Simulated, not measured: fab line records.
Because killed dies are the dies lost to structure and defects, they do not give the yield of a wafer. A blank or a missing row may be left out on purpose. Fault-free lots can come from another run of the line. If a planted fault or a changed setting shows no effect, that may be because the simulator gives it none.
Check for tools in common    flow gf180mcu    12 lots and 36 wafers in the sample

WHY IT WAS OPENED
At GF_TOP_METAL_CD_MEAS_14 the reading cd nm is flagged on 2 of 12 lots. Wafers without a fault read 440.2 nm, standard deviation 2.2.
Rule: flag the lot when none of its wafers has a number, or when each of its wafers that has one lies beyond 4 standard deviations from that mean. All remaining lots are regarded as sound.

lot   measured      on         cd nm (nm), wafer by wafer  flag
L742  day 28 02:48  cd sem-01  442.2 442.4 439.4           
L745  day 29 03:45  cd sem-01  441.2 441.3 440.1           
L749  day 30 07:03  cd sem-02  439.2 441.0 440.0           
L750  day 30 10:48  cd sem-01  437.1 438.5 436.7           
L751  day 30 19:39  cd sem-02  442.4 442.8 441.3           
L753  day 31 08:59  cd sem-01  438.0 440.1 438.3           
L755  day 31 20:56  cd sem-01  437.7 439.0 438.4           
L758  day 32 17:58  cd sem-02  438.3 438.3 438.6           
L761  day 33 17:49  cd sem-02  462.4 463.0 462.7           FLAGGED
L763  day 33 22:29  cd sem-02  461.5 461.7 462.7           FLAGGED
L765  day 34 07:06  cd sem-01  441.9 441.6 439.2           
L764  day 34 09:13  cd sem-02  438.5 438.4 441.0           
Average over the flagged lots: 462.3 nm; offset from the usual +22.1 nm, equal to +10 standard deviations.

EACH LOT AND THE TOOL IT RAN ON
Before the reading, the record contains 3 process steps out of a 602-step route. Each cell gives the tool, then ch followed by the chambers the sampled wafers passed through, then the start.
lot   flag     GF_MIM_SPUTTER_02             GF_MIM_SPUTTER_04             GF_TOP_METAL_EXPOSE_11
L742           pvd sputter-03, day 24 12:35  pvd sputter-03, day 24 12:38  iline stepper-02 ch 0, day 27 17:26
L745           pvd sputter-03, day 25 15:05  pvd sputter-03, day 25 15:08  iline stepper-02 ch 0, day 28 18:52
L749           pvd sputter-01, day 27 00:37  pvd sputter-01, day 27 00:40  iline stepper-01 ch 0, day 29 22:09
L750           pvd sputter-01, day 27 03:09  pvd sputter-01, day 27 03:12  iline stepper-02 ch 0, day 30 01:07
L751           pvd sputter-01, day 27 11:46  pvd sputter-01, day 27 11:49  iline stepper-02 ch 0, day 30 11:31
L753           pvd sputter-02, day 28 03:33  pvd sputter-02, day 28 03:36  iline stepper-02 ch 0, day 30 23:47
L755           pvd sputter-02, day 28 16:53  pvd sputter-02, day 28 16:56  iline stepper-01 ch 0, day 31 12:45
L758           pvd sputter-01, day 29 17:10  pvd sputter-01, day 29 17:13  iline stepper-02 ch 0, day 32 09:46
L761  FLAGGED  pvd sputter-03, day 30 19:47  pvd sputter-03, day 30 19:50  iline stepper-02 ch 0, day 33 09:56
L763  FLAGGED  pvd sputter-02, day 31 01:33  pvd sputter-02, day 31 01:36  iline stepper-02 ch 0, day 33 15:28
L765           pvd sputter-03, day 31 11:25  pvd sputter-03, day 31 11:28  iline stepper-01 ch 0, day 33 23:13
L764           pvd sputter-03, day 31 13:05  pvd sputter-03, day 31 13:08  iline stepper-01 ch 0, day 34 01:43
What is done by these steps:
- GF_MIM_SPUTTER_02: material AlCu, target thk 450 nm, time 23.9 s.
- GF_MIM_SPUTTER_04: material TiN, target thk 50 nm, time 41.7 s.
- GF_TOP_METAL_EXPOSE_11: exposes mask MetalTop, target cd 440 nm.
- GF_TOP_METAL_CD_MEAS_14: target cd 440 nm.

FLAGGED AGAINST TOTAL, ONE TOOL AT A TIME (gauges that did the reading follow at the end)
step                     tool              lots run  flagged  share of the flagged lots  sound lots run after its first flagged lot
GF_MIM_SPUTTER_02        pvd sputter-01    4         0        none                       -
GF_MIM_SPUTTER_02        pvd sputter-02    3         1        some                       0
GF_MIM_SPUTTER_02        pvd sputter-03    5         1        some                       2 (L765,L764)
GF_MIM_SPUTTER_04        pvd sputter-01    4         0        none                       -
GF_MIM_SPUTTER_04        pvd sputter-02    3         1        some                       0
GF_MIM_SPUTTER_04        pvd sputter-03    5         1        some                       2 (L765,L764)
GF_TOP_METAL_EXPOSE_11   iline stepper-01  4         0        none                       -
GF_TOP_METAL_EXPOSE_11   iline stepper-02  8         2        all                        0
GF_TOP_METAL_CD_MEAS_14  cd sem-01         6         0        none                       -
GF_TOP_METAL_CD_MEAS_14  cd sem-02         6         2        all                        1 (L764)

WHAT IS ALLOWED BY THE TABLE
iline stepper-02 at GF_TOP_METAL_EXPOSE_11 and cd sem-02 at GF_TOP_METAL_CD_MEAS_14 are the 2 rows of the table that ran each flagged lot.
- iline stepper-02 at GF_TOP_METAL_EXPOSE_11: 2 of its 8 lots flagged. A fault beginning between L758 (day 32 09:46), its last sound lot, and L761 (day 33 09:56), its first flagged one, fits the data. Its own readings lie more than 4 standard deviations out on every wafer of the flagged lots: exposure dose mJ cm2.
- cd sem-02 at GF_TOP_METAL_CD_MEAS_14: 2 of its 6 lots flagged. Sound lots followed the first flagged one (L764) on it, something a lasting fault affecting the whole tool could not allow.
iline stepper-02 at GF_TOP_METAL_EXPOSE_11 is the single tool remaining.

WHAT THE SIMULATOR PUT IN
Process parameter drift: iline stepper-02, from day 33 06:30 on, at GF_TOP_METAL_EXPOSE_11. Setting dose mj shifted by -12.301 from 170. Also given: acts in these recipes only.
Lots struck among those shown: L761, L763. This agrees with what the rule above found.
